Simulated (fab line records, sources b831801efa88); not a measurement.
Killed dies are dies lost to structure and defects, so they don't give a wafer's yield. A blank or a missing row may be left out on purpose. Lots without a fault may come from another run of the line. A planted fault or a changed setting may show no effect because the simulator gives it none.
Chamber matching | flow sky130 | SKY_FIELD_ISO_ETCH_15 on rie_diel-02: 4 sister chambers
The step etches the open film in CHF3/O2, stops on Si, target depth 180 nm, time 72 s. 8 wafers are shown with their chamber, then 8 later ones without.

WAFERS WITH THEIR CHAMBER
wafer  | chamber | bias_w (W) | throttle_valve_pct (%)
L380.2 | 1       | 200.8      | 8.835
L383.1 | 3       | 200.5      | 8.857
L383.2 | 2       | 200.4      | 8.849
L384.1 | 3       | 199.2      | 8.839
L384.3 | 2       | 200.4      | 8.839
L384.6 | 0       | 199.8      | 8.857
L386.1 | 0       | 199.7      | 8.837
L386.5 | 1       | 199.6      | 8.849

WAFERS WITHOUT THEIR CHAMBER
wafer  | bias_w (W) | throttle_valve_pct (%)
L386.6 | 199.2      | 8.849
L389.1 | 200.0      | 8.847
L389.2 | 199.9      | 8.849
L389.5 | 200.3      | 8.851
L394.1 | 199.9      | 8.832
L394.4 | 200.4      | 8.840
L395.1 | 200.2      | 8.852
L395.6 | 199.8      | 8.841

WHICH CHAMBER EACH WENT THROUGH
wafer  | from the rows above               | in truth
L386.6 | can't be placed: 0 or 3 or 1 or 2 | 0
L389.1 | can't be placed: 3 or 0 or 1 or 2 | 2
L389.2 | can't be placed: 3 or 0 or 1 or 2 | 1
L389.5 | can't be placed: 2 or 3 or 1 or 0 | 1
L394.1 | can't be placed: 1 or 2 or 0 or 3 | 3
L394.4 | can't be placed: 2 or 1 or 3 or 0 | 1
L395.1 | can't be placed: 3 or 2 or 0 or 1 | 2
L395.6 | can't be placed: 0 or 3 or 1 or 2 | 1
Placed correctly: 0 of 8. Can't be placed from these rows: 8 (the true chamber is among the candidates in 8). Placed wrongly: 0.
How it was worked out, from the rows above alone: a wafer's distance from a chamber is the root of the sum, over the readings, of the square of ((its reading less the chamber's mean) divided by the reading's scatter). The wafer belongs to the nearest chamber; if the next one is less than 2 further off, it can't be placed. A chamber's mean is the mean of its shown wafers. The scatter: the root of (the sum of the squares of (reading less its chamber's mean) over the shown wafers, divided by (wafers less chambers)).
